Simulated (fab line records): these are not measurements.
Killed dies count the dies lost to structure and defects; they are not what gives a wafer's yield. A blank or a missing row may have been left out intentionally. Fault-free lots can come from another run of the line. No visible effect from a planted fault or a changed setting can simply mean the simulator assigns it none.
The tool behind it: which one?	flow sky130	24 lots, 72 wafers sampled, at 2 steps of a route of 708

WHAT THE GAUGES SHOWED, per wafer
SKY_VIA2_BOW_MEAS_03. Usual: VIA2_BOW typically reads 86 um, with standard deviation 6.9.
lot	measured	on	VIA2_BOW (um)	flag
L074	day 35 04:18	filmMetro-03	92 104 93	
L075	day 35 11:10	filmMetro-04	90 86 91	
L076	day 35 14:46	filmMetro-04	95 84 79	
L077	day 36 00:35	filmMetro-03	89 92 89	
L078	day 36 14:55	filmMetro-01	83 80 86	
L079	day 36 17:38	filmMetro-03	95 86 92	
L080	day 37 09:02	filmMetro-01	85 87 80	
L081	day 37 11:07	filmMetro-04	83 89 76	
L082	day 37 16:14	filmMetro-04	79 85 84	
L083	day 38 07:13	filmMetro-01	96 91 86	
L084	day 38 15:35	filmMetro-03	79 79 89	
L085	day 38 17:55	filmMetro-03	82 84 82	
L086	day 39 05:12	filmMetro-04	81 80 86	
L087	day 39 10:25	filmMetro-04	83 88 90	
L088	day 39 14:10	filmMetro-03	82 68 78	
L089	day 40 01:13	filmMetro-03	85 95 88	
L090	day 40 08:32	filmMetro-01	84 82 80	
L092	day 40 19:23	filmMetro-03	93 86 83	
L091	day 40 23:08	filmMetro-03	84 93 74	
L093	day 41 03:19	filmMetro-01	86 86 76	
L094	day 41 07:14	filmMetro-01	79 80 79	
L095	day 41 14:46	filmMetro-04	69 71 78	
L096	day 41 20:01	filmMetro-03	83 90 89	
L097	day 42 03:03	filmMetro-03	80 83 92	

SKY_VIA2_OVL_MEAS_13. Usual: VIA2_OVL typically reads -1 nm, with standard deviation 6.
lot	measured	on	VIA2_OVL (nm)	flag
L074	day 36 07:12	overlay-02	0 -2 -9	
L075	day 36 13:13	overlay-02	-8 -5 -8	
L076	day 36 16:33	overlay-01	2 -1 -9	
L077	day 37 02:34	overlay-01	-6 -7 -5	
L078	day 37 16:45	overlay-01	7 -3 -5	
L079	day 37 19:52	overlay-01	-3 -5 5	
L080	day 38 11:01	overlay-01	7 1 8	
L081	day 38 12:31	overlay-02	-5 -9 -12	
L082	day 38 18:24	overlay-02	-4 0 2	
L083	day 39 08:31	overlay-02	-9 -6 -7	
L084	day 39 14:58	overlay-01	-3 1 4	
L085	day 39 18:22	overlay-02	6 8 5	
L086	day 40 05:11	overlay-02	-4 1 -4	
L087	day 40 10:40	overlay-02	0 -5 1	
L088	day 40 14:22	overlay-02	-7 0 -10	
L089	day 41 00:44	overlay-02	12 10 8	
L090	day 41 08:50	overlay-01	1 9 6	
L092	day 41 19:23	overlay-02	-1 -2 -5	
L091	day 41 23:08	overlay-01	-3 8 0	
L093	day 42 03:27	overlay-01	1 -3 3	
L094	day 42 06:56	overlay-01	-1 0 4	
L095	day 42 14:32	overlay-01	14 2 9	
L096	day 42 19:48	overlay-01	-4 3 -1	
L097	day 43 02:13	overlay-01	-2 -8 -9	

TOOL THAT RAN EACH LOT (tool first, then ch and the chambers of the sampled wafers, then the start)
No process step before these readings appears in the record.

AS READ BY THE TOOLS THEMSELVES (means over the sampled wafers that have a number; for cases with no such wafer, the mark the record gives instead)
The record holds no such reading with a usual standard deviation.

THE ANSWER, worked out from the rows above alone
Rule: a lot counts as off when the mean over its wafers that have a number is more than 3 standard deviations away from the usual mean. A lot without any number at a reading at which 4 lots or more have one is off too. All remaining lots with rows at the step are treated as sound. The gauges are gone through in route order, then the tools' own readings, and for those a lot's mean is taken as printed above. The first step at which some lot is off is used, and at that step the reading that is off furthest; a lot without a number counts as furthest.
Nothing can be told from this: no lot is off at any reading shown.

WHAT THE SIMULATOR HAD INSERTED
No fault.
